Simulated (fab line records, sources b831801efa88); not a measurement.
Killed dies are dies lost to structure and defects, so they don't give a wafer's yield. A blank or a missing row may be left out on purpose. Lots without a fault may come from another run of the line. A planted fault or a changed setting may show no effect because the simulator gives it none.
Problem report in the 8D (eight disciplines) form, filled by code | flow sky130 | the parts of the form that need people (team, actions taken, sign-off) are left out

1. THE PROBLEM
chamber_pressure_pa at SKY_METAL5_SPUTTER_04 reads a mean of 0.4308 Pa on 1 wafer of 1 lot; wafers without a fault read 0.3999 Pa with a standard deviation of 0.00087. That is +36 standard deviations from the usual mean.
The step: material TiN, target thk 70 nm, time 58.3 s.
First seen on wafer L694.2, day 47 17:20, on pvd_sputter-04. The record holds 39 wafers of 13 lots with a number at this step. Rule for "out", or "out of limits": more than 4 standard deviations from the usual mean. The other wafers with a number count as sound.

2. WHAT IT IS AND WHAT IT IS NOT
question                    | is                  | is not
which readings at this step | chamber_pressure_pa | -
which lots                  | L694                | L676, L677, L679, L680, L681, L682, L683, L684, L685, L686, L687, L697
which wafers of those lots  | L694.2              | L694.4, L694.6
read on which tools         | pvd_sputter-04      | pvd_sputter-02, pvd_sputter-03
when                        | from day 47 17:20   | up to then (35 sound wafers); but 3 sound wafers of L697 came after

3. SUSPECTS, AND WHAT RULES EACH OUT
Counting: a tool at a process step up to the reading stays a suspect if it ran every lot that is out. Sound lots after the first of them don't rule it out here, since some wafers of a struck lot are sound.
- pvd_sputter-04 at SKY_METAL5_SPUTTER_03 (material Ti, target thk 5 nm, time 3.3 s): kept. It ran the lot that is out, L694 (day 47 17:19); its last sound lot up to then is L687 (day 46 00:26).
- pvd_sputter-04 at SKY_METAL5_SPUTTER_04 (material TiN, target thk 70 nm, time 58.3 s): kept. It ran the lot that is out, L694 (day 47 17:20); its last sound lot up to then is L687 (day 46 00:27). Its own readings are out on those wafers: chamber_pressure_pa.
Left after counting: pvd_sputter-04 at SKY_METAL5_SPUTTER_03, pvd_sputter-04 at SKY_METAL5_SPUTTER_04.

4. THE CAUSE (what the simulator had put in)
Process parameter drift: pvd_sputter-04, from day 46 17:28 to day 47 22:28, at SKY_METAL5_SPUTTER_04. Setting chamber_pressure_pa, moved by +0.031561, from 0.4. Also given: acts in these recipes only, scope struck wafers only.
Counting left 2 suspects, and this tool is among them.

5. THE CHAIN OF EFFECTS, in route order
Each row: a reading whose mean over the struck wafers that have a number lies more than 3 standard deviations from the usual. Only readings for which the record gives a usual standard deviation are gone through. hours: the time from each lot's start at the first step in this table that gives one to its start at this step, as a median over the lots. sigmas: the change in usual standard deviations.
hours | step                  | reading             | usual     | on struck wafers | change  | sigmas
0     | SKY_METAL5_SPUTTER_04 | chamber_pressure_pa | 0.3999 Pa | 0.4308           | +0.0309 | +36
The process steps in it:
- SKY_METAL5_SPUTTER_04: material TiN, target thk 70 nm, time 58.3 s.

6. WHAT WOULD HAVE CAUGHT IT SOONER
In this record the first reading out of limits was taken at day 47 17:20, 24 hours after the fault began at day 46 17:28.
